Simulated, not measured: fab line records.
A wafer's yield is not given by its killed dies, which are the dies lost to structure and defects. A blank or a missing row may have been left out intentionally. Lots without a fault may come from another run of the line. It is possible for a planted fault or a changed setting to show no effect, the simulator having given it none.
fab line records	flow sky130
record lots=5	wafers=15	last-day=50
route steps=708 shown CONTACT@430 METAL1@434
lots that met no fault: taken from a fault-free run of the same line
start-h: hours from the record's opening day to when the first of the lot's shown wafers began	wait-h: hours since the lot's step before	" as in the row above	L1.1+2: several wafers, shown together as one row	- either no value or no given start	* or withheld: withheld	< > ~ a bound
route shown NAME@n: a module of which the file shows steps, and the number in the route of the first	usual: mean/standard deviation of fault-free wafers	same: alike in all rows	chamber/n: place in a boat	sites: readings site by site	_std_site: standard deviation across them	_edge_site: outer sites' mean less inner sites'	radius-mm: for every site, how far away it sits from the centre of the wafer	mask NAME#n: copy n	behind: the last tool/chamber to shape the wafer	hold: why the lot was held/for how many hours/how that ended	device: whichever transistor did not switch (one of n, p or np)	end of line: the same wafers' tests at the end of the route	a step with no rows: only its recipe	killed: count of dies lost to structure and defects at first sort (not the wafer's yield)	map: dies across one wafer; x = killed, . = not, _ = none there
set.NAME: the setting the step ran with; set.NAME@STEP: the setting that earlier step ran with	model.NAME: the simulator's own value behind a step, which no gauge read
certain route steps with their lots: each step a table, each wafer a row
services: a tool's chamber out of use, with start hour (start-h, from the record's first day; less than 0 if before it), hours out, and reason
## steps
# step SKY_CONTACT_CVD_24
# recipe material=W	target-thk-nm=340	time-s=102.12	temp-c=400	pressure-torr=40
# usual heater-power-w=818/98
lot.wafer	tool	chamber	start-h	wait-h	heater-power-w
L083.1	cvd-w-01	1	810.56	0.0	698
L083.3	"	0	"	"	909
L083.5	"	1	"	"	701
L086.1	cvd-w-01	0	832.65	0.0	903
L086.3	"	1	"	"	701
L086.6	"	1	"	"	711
L091.2	cvd-w-02	1	871.24	0.0	749
L091.3	"	1	"	"	764
L091.6	"	0	"	"	928
L092.1	cvd-w-01	0	874.17	0.0	946
L092.2	"	1	"	"	704
L092.6	"	0	"	"	905
L096.2	cvd-w-01	1	915.89	0.0	685
L096.3	"	0	"	"	918
L096.4	"	1	"	"	702
# step SKY_CONTACT_RS_MEAS_25
# recipe thk-meas-gauge=four-point-probe	reads=W_of_CONTACT_CVD_24+TiN_of_CONTACT_SPUTTER_23
# usual CONTACT_W_RS=0.339/0.0053
lot.wafer	tool	chamber	start-h	wait-h	CONTACT_W_RS[ohm/sq]
L083.1	film-metro-02	-	810.68	0.1	0.338
L083.3	"	-	"	"	0.333
L083.5	"	-	"	"	0.339
L086.1	film-metro-01	-	832.76	0.1	0.339
L086.3	"	-	"	"	0.352
L086.6	"	-	"	"	0.350
L091.2	film-metro-04	-	871.37	0.1	0.338
L091.3	"	-	"	"	0.339
L091.6	"	-	"	"	0.339
L092.1	film-metro-01	-	874.28	0.1	0.340
L092.2	"	-	"	"	0.350
L092.6	"	-	"	"	0.341
L096.2	film-metro-01	-	916.02	0.1	0.347
L096.3	"	-	"	"	0.335
L096.4	"	-	"	"	0.346
# step SKY_CONTACT_THK_MEAS_26
# recipe thk-meas-gauge=xrf	reads=W_of_CONTACT_CVD_24
# usual CONTACT_W_THK=339/6.4
lot.wafer	tool	chamber	start-h	wait-h	CONTACT_W_THK[nm]
L083.1	film-metro-02	-	810.80	0.1	348
L083.3	"	-	"	"	353
L083.5	"	-	"	"	347
L086.1	film-metro-01	-	832.88	0.1	338
L086.3	"	-	"	"	327
L086.6	"	-	"	"	331
L091.2	film-metro-04	-	871.48	0.1	339
L091.3	"	-	"	"	338
L091.6	"	-	"	"	340
L092.1	film-metro-01	-	874.40	0.1	338
L092.2	"	-	"	"	327
L092.6	"	-	"	"	335
L096.2	film-metro-01	-	916.13	0.1	331
L096.3	"	-	"	"	344
L096.4	"	-	"	"	334
# step SKY_CONTACT_CMP_27
# recipe stop-on=SiO2	t-overpolish-s=15	down-force-psi=3.5	platen-rpm=60	target-thk-nm=0	pad-velocity-m-s=0.94248
# usual motor-current-A=11.6/0.79	overpolish-run-s=15.000/0.0094	time-to-endpoint-s=81/3.6
lot.wafer	tool	chamber	start-h	wait-h	motor-current-A	overpolish-run-s	time-to-endpoint-s
L083.3	cmp-01	3	810.91	0.1	11.4	15.014	82
L083.1	"	0	"	"	11.5	15.014	80
L083.5	"	3	"	"	12.1	14.984	83
L086.3	cmp-01	1	833.04	0.1	11.9	15.004	74
L086.1	"	2	"	"	12.4	15.005	82
L086.6	"	3	"	"	11.6	15.004	76
L091.2	cmp-02	2	871.74	0.3	10.6	15.000	84
L091.3	"	3	"	"	12.2	14.993	84
L091.6	"	1	"	"	10.8	14.993	86
L092.2	cmp-02	1	874.51	0.1	10.4	14.994	81
L092.1	"	3	"	"	11.5	14.998	86
L092.6	"	0	"	"	12.6	15.005	83
L096.3	cmp-02	0	916.18	0.0	13.3	14.987	83
L096.2	"	2	"	"	10.6	15.010	82
L096.4	"	3	"	"	11.9	15.017	85
# step SKY_METAL1_SPUTTER_00
# recipe material=Ti	target-thk-nm=15	power-w=3000	time-s=10	chamber-pressure-pa=0.4
# usual throttle-valve-pct=29.7/1.5
lot.wafer	tool	chamber	start-h	wait-h	throttle-valve-pct
L083.1	pvd-sputter-01	-	811.16	0.1	29.2
L083.3	"	-	"	"	29.2
L083.5	"	-	"	"	29.1
L086.1	pvd-sputter-02	-	833.24	0.1	30.3
L086.3	"	-	"	"	30.7
L086.6	"	-	"	"	30.2
L091.2	pvd-sputter-03	-	871.99	0.2	31.7
L091.3	"	-	"	"	31.0
L091.6	"	-	"	"	28.1
L092.1	pvd-sputter-03	-	874.76	0.1	31.6
L092.2	"	-	"	"	28.1
L092.6	"	-	"	"	30.9
L096.2	pvd-sputter-03	-	916.48	0.1	31.2
L096.3	"	-	"	"	31.0
L096.4	"	-	"	"	28.0
# step SKY_METAL1_SPUTTER_01
# recipe material=TiN	target-thk-nm=20	power-w=6500	time-s=16.7	chamber-pressure-pa=0.4
# usual throttle-valve-pct=29.7/1.5
lot.wafer	tool	chamber	start-h	wait-h	throttle-valve-pct
L083.1	pvd-sputter-01	-	811.18	0.0	29.1
L083.3	"	-	"	"	29.5
L083.5	"	-	"	"	29.3
L086.1	pvd-sputter-02	-	833.27	0.0	30.6
L086.3	"	-	"	"	30.8
L086.6	"	-	"	"	30.1
L091.2	pvd-sputter-03	-	872.01	0.0	31.5
L091.3	"	-	"	"	31.0
L091.6	"	-	"	"	28.2
L092.1	pvd-sputter-03	-	874.78	0.0	31.4
L092.2	"	-	"	"	28.0
L092.6	"	-	"	"	31.2
L096.2	pvd-sputter-03	-	916.50	0.0	30.9
L096.3	"	-	"	"	31.3
L096.4	"	-	"	"	28.3
# step SKY_METAL1_SPUTTER_02
# recipe material=AlCu	target-thk-nm=250	power-w=10600	time-s=13.3	chamber-pressure-pa=0.4
# usual throttle-valve-pct=29.7/1.5
lot.wafer	tool	chamber	start-h	wait-h	throttle-valve-pct
L083.1	pvd-sputter-01	-	811.20	0.0	29.3
L083.3	"	-	"	"	29.4
L083.5	"	-	"	"	29.3
L086.1	pvd-sputter-02	-	833.29	0.0	30.4
L086.3	"	-	"	"	30.7
L086.6	"	-	"	"	30.4
L091.2	pvd-sputter-03	-	872.04	0.0	31.7
L091.3	"	-	"	"	31.0
L091.6	"	-	"	"	28.1
L092.1	pvd-sputter-03	-	874.80	0.0	31.8
L092.2	"	-	"	"	28.0
L092.6	"	-	"	"	31.1
L096.2	pvd-sputter-03	-	916.53	0.0	30.9
L096.3	"	-	"	"	31.1
L096.4	"	-	"	"	28.2
# step SKY_METAL1_SPUTTER_03
# recipe material=Ti	target-thk-nm=5	power-w=3000	time-s=3.3	chamber-pressure-pa=0.4
# usual throttle-valve-pct=29.7/1.5
lot.wafer	tool	chamber	start-h	wait-h	throttle-valve-pct
L083.1	pvd-sputter-01	-	811.23	0.0	29.0
L083.3	"	-	"	"	29.3
L083.5	"	-	"	"	29.2
L086.1	pvd-sputter-02	-	833.32	0.0	30.2
L086.3	"	-	"	"	30.7
L086.6	"	-	"	"	30.5
L091.2	pvd-sputter-03	-	872.06	0.0	31.5
L091.3	"	-	"	"	30.9
L091.6	"	-	"	"	28.4
L092.1	pvd-sputter-03	-	874.83	0.0	31.6
L092.2	"	-	"	"	28.2
L092.6	"	-	"	"	31.0
L096.2	pvd-sputter-03	-	916.55	0.0	31.0
L096.3	"	-	"	"	31.1
L096.4	"	-	"	"	28.3
# step SKY_METAL1_SPUTTER_04
# recipe material=TiN	target-thk-nm=70	power-w=6500	time-s=58.3	chamber-pressure-pa=0.4
# usual throttle-valve-pct=29.7/1.5
lot.wafer	tool	chamber	start-h	wait-h	throttle-valve-pct
L083.1	pvd-sputter-01	-	811.25	0.0	29.4
L083.3	"	-	"	"	29.3
L083.5	"	-	"	"	29.3
L086.1	pvd-sputter-02	-	833.33	0.0	30.2
L086.3	"	-	"	"	30.8
L086.6	"	-	"	"	30.5
L091.2	pvd-sputter-03	-	872.08	0.0	31.8
L091.3	"	-	"	"	31.2
L091.6	"	-	"	"	28.2
L092.1	pvd-sputter-03	-	874.85	0.0	31.7
L092.2	"	-	"	"	27.9
L092.6	"	-	"	"	30.9
L096.2	pvd-sputter-03	-	916.57	0.0	31.1
L096.3	"	-	"	"	30.9
L096.4	"	-	"	"	27.8
# step SKY_METAL1_RS_MEAS_05
# recipe thk-meas-gauge=four-point-probe	reads=TiN_of_METAL1_SPUTTER_04+Ti_of_METAL1_SPUTTER_03+AlCu_of_METAL1_SPUTTER_02+TiN_of_METAL1_SPUTTER_01+Ti_of_METAL1_SPUTTER_00
# usual METAL1_ALCU_RS=0.1269/0.0013
lot.wafer	tool	chamber	start-h	wait-h	METAL1_ALCU_RS[ohm/sq]
L083.1	film-metro-04	-	811.29	0.0	0.1277
L083.3	"	-	"	"	0.1279
L083.5	"	-	"	"	0.1270
L086.1	film-metro-04	-	833.38	0.0	0.1257
L086.3	"	-	"	"	0.1289
L086.6	"	-	"	"	0.1263
L091.2	film-metro-01	-	872.15	0.0	0.1266
L091.3	"	-	"	"	0.1243
L091.6	"	-	"	"	0.1266
L092.1	film-metro-04	-	874.89	0.0	0.1272
L092.2	"	-	"	"	0.1282
L092.6	"	-	"	"	0.1261
L096.2	film-metro-04	-	916.64	0.0	0.1270
L096.3	"	-	"	"	0.1268
L096.4	"	-	"	"	0.1299
# step SKY_METAL1_THK_MEAS_06
# recipe thk-meas-gauge=xrf	reads=AlCu_of_METAL1_SPUTTER_02
# usual METAL1_ALCU_THK=248.9/2.7
lot.wafer	tool	chamber	start-h	wait-h	METAL1_ALCU_THK[nm]
L083.1	film-metro-04	-	811.41	0.1	248.4
L083.3	"	-	"	"	248.7
L083.5	"	-	"	"	248.5
L086.1	film-metro-04	-	833.50	0.1	251.0
L086.3	"	-	"	"	246.5
L086.6	"	-	"	"	248.9
L091.2	film-metro-01	-	872.26	0.1	246.0
L091.3	"	-	"	"	252.7
L091.6	"	-	"	"	248.0
L092.1	film-metro-04	-	875.01	0.1	250.7
L092.2	"	-	"	"	246.4
L092.6	"	-	"	"	252.2
L096.2	film-metro-04	-	916.75	0.1	249.2
L096.3	"	-	"	"	251.1
L096.4	"	-	"	"	244.1
# step SKY_METAL1_DEHYDRATE_07
# recipe temp-c=200	time-s=60
lot.wafer	tool	chamber	start-h	wait-h
L083.1+3+5	litho-track-01	0	824.60	13.2
L086.1+3+6	litho-track-01	0	846.15	12.6
L091.2+3+6	litho-track-03	0	884.66	12.4
L092.1+2+6	litho-track-03	0	886.98	12.0
L096.2+3+4	litho-track-03	0	928.56	11.8
# step SKY_METAL1_HMDS_08
# recipe prime-time-s=60	prime-temp-c=120
lot.wafer	tool	chamber	start-h	wait-h
L083.1+3+5	litho-track-01	0	824.75	0.1
L086.1+3+6	litho-track-01	0	846.30	0.1
L091.2+3+6	litho-track-03	0	884.81	0.1
L092.1+2+6	litho-track-03	0	887.13	0.1
L096.2+3+4	litho-track-03	0	928.71	0.1
# step SKY_METAL1_COAT_09
# recipe resist=BARC	temp-c=withheld	time-s=withheld	spin-rpm=3000	resist-thk-nm=60
lot.wafer	tool	chamber	start-h	wait-h
L083.1+3+5	litho-track-01	0	824.90	0.1
L086.1+3+6	litho-track-01	0	846.45	0.1
L091.2+3+6	litho-track-03	0	884.96	0.1
L092.1+2+6	litho-track-03	0	887.28	0.1
L096.2+3+4	litho-track-03	0	928.86	0.1
# step SKY_METAL1_COAT_10
# recipe resist=KrF-thick	spin-rpm=3000	resist-thk-nm=450
lot.wafer	tool	chamber	start-h	wait-h
L083.1+3+5	litho-track-01	0	-	-
L086.1+3+6	litho-track-01	0	-	-
L091.2+3+6	litho-track-03	0	-	-
L092.1+2+6	litho-track-03	0	-	-
L096.2+3+4	litho-track-03	0	-	-
# step SKY_METAL1_SOFTBAKE_11
# recipe temp-c=100	time-s=90	resist=KrF-thick
lot.wafer	tool	chamber	start-h	wait-h
L083.1+3+5	litho-track-01	0	-	-
L086.1+3+6	litho-track-01	0	-	-
L091.2+3+6	litho-track-03	0	-	-
L092.1+2+6	litho-track-03	0	-	-
L096.2+3+4	litho-track-03	0	-	-
# step SKY_METAL1_EXPOSE_12
# recipe mask-id=MM1	na=0.8	source-shape=annular	sigma-inner=0.55	sigma-outer=0.85	target-cd-nm=140	dose-mj=28
# same na=0.8	sigma-inner=0.55
lot.wafer	tool	chamber	start-h	wait-h	mask
L083.1+3+5	krf-scanner-02	0	-	-	MM1#0
L086.1+3+6	krf-scanner-01	0	-	-	MM1#0
L091.2+3+6	krf-scanner-02	0	-	-	MM1#0
L092.1+2+6	krf-scanner-01	0	-	-	MM1#0
L096.2+3+4	krf-scanner-01	0	-	-	MM1#0
# step SKY_METAL1_PEB_13
# recipe peb-temp-c=withheld	peb-time-s=withheld	resist=KrF-thick
lot.wafer	tool	chamber	start-h	wait-h
L083.1+3+5	litho-track-03	0	-	-
L086.1+3+6	litho-track-01	0	-	-
L091.2+3+6	litho-track-01	0	-	-
L092.1+2+6	litho-track-04	0	-	-
L096.2+3+4	litho-track-04	0	-	-
# step SKY_METAL1_DEVELOP_14
# recipe develop-time-s=60	resist=KrF-thick	dev-temp-c=21
# usual developer-temp-C=21.00/0.1
# same develop-time-s=60
lot.wafer	tool	chamber	start-h	wait-h	developer-temp-C
L083.1	litho-track-03	0	-	-	21.05
L083.3	"	0	"	"	21.04
L083.5	"	0	"	"	21.04
L086.1	litho-track-01	0	-	-	20.96
L086.3	"	0	"	"	20.85
L086.6	"	0	"	"	20.97
L091.2	litho-track-01	0	-	-	21.00
L091.3	"	0	"	"	21.09
L091.6	"	0	"	"	20.93
L092.1	litho-track-04	0	-	-	20.89
L092.2	"	0	"	"	20.99
L092.6	"	0	"	"	21.08
L096.2	litho-track-04	0	-	-	21.06
L096.3	"	0	"	"	20.98
L096.4	"	0	"	"	21.00
# step SKY_METAL1_CD_MEAS_15
# recipe target-cd-nm=140
# usual cd-nm=139.3/1.3
lot.wafer	tool	chamber	start-h	wait-h	cd-nm
L083.1	cd-sem-01	-	837.68	-	137.3
L083.3	"	-	"	"	138.1
L083.5	"	-	"	"	137.6
L086.1	cd-sem-01	-	859.75	-	136.8
L086.3	"	-	"	"	138.6
L086.6	"	-	"	"	136.4
L091.2	cd-sem-01	-	897.87	-	140.4
L091.3	"	-	"	"	138.8
L091.6	"	-	"	"	138.7
L092.1	cd-sem-02	-	900.54	-	139.4
L092.2	"	-	"	"	141.2
L092.6	"	-	"	"	139.7
L096.2	cd-sem-01	-	941.36	-	138.1
L096.3	"	-	"	"	137.9
L096.4	"	-	"	"	138.5
# step SKY_METAL1_OVL_MEAS_16
# usual METAL1_OVL=-1/4.9
lot.wafer	tool	chamber	start-h	wait-h	METAL1_OVL[nm]
L083.1	overlay-01	-	837.80	0.1	-4
L083.3	"	-	"	"	0
L083.5	"	-	"	"	-4
L086.1	overlay-02	-	859.87	0.1	-8
L086.3	"	-	"	"	-2
L086.6	"	-	"	"	-4
L091.2	overlay-02	-	897.98	0.1	3
L091.3	"	-	"	"	0
L091.6	"	-	"	"	-2
L092.1	overlay-02	-	900.66	0.1	-6
L092.2	"	-	"	"	2
L092.6	"	-	"	"	-3
L096.2	overlay-02	-	941.48	0.1	-10
L096.3	"	-	"	"	0
L096.4	"	-	"	"	-9
## services
tool	chamber	start-h	hours	kind
cvd-w-02	0	787.29	4.1	repair
krf-scanner-01	-	800.08	6.5	repair
krf-scanner-01	-	820.01	0.8	pm
krf-scanner-01	-	821.14	5.9	repair
cmp-01	-	828.70	3.0	repair
cmp-02	-	834.26	0.9	repair
cvd-w-02	-	840.21	1.0	repair
krf-scanner-02	-	841.17	7.2	pm
cmp-02	-	849.20	1.7	repair
cmp-01	-	853.24	22.5	repair
krf-scanner-01	-	863.55	1.0	pm
pvd-sputter-01	-	866.96	4.5	repair
krf-scanner-02	-	868.41	1.3	pm
krf-scanner-02	-	873.91	1.0	pm
pvd-sputter-02	-	883.16	9.8	repair
cmp-01	-	884.82	0.6	repair
cmp-01	-	892.58	1.4	repair
cvd-w-01	-	897.97	1.5	repair
cvd-w-02	-	904.04	14.0	pm
krf-scanner-01	-	910.35	0.7	repair
cmp-02	-	912.00	4.0	pm
cvd-w-01	-	918.04	14.6	pm
krf-scanner-01	-	921.94	1.3	pm
pvd-sputter-01	-	928.76	1.2	repair
## key
fault none
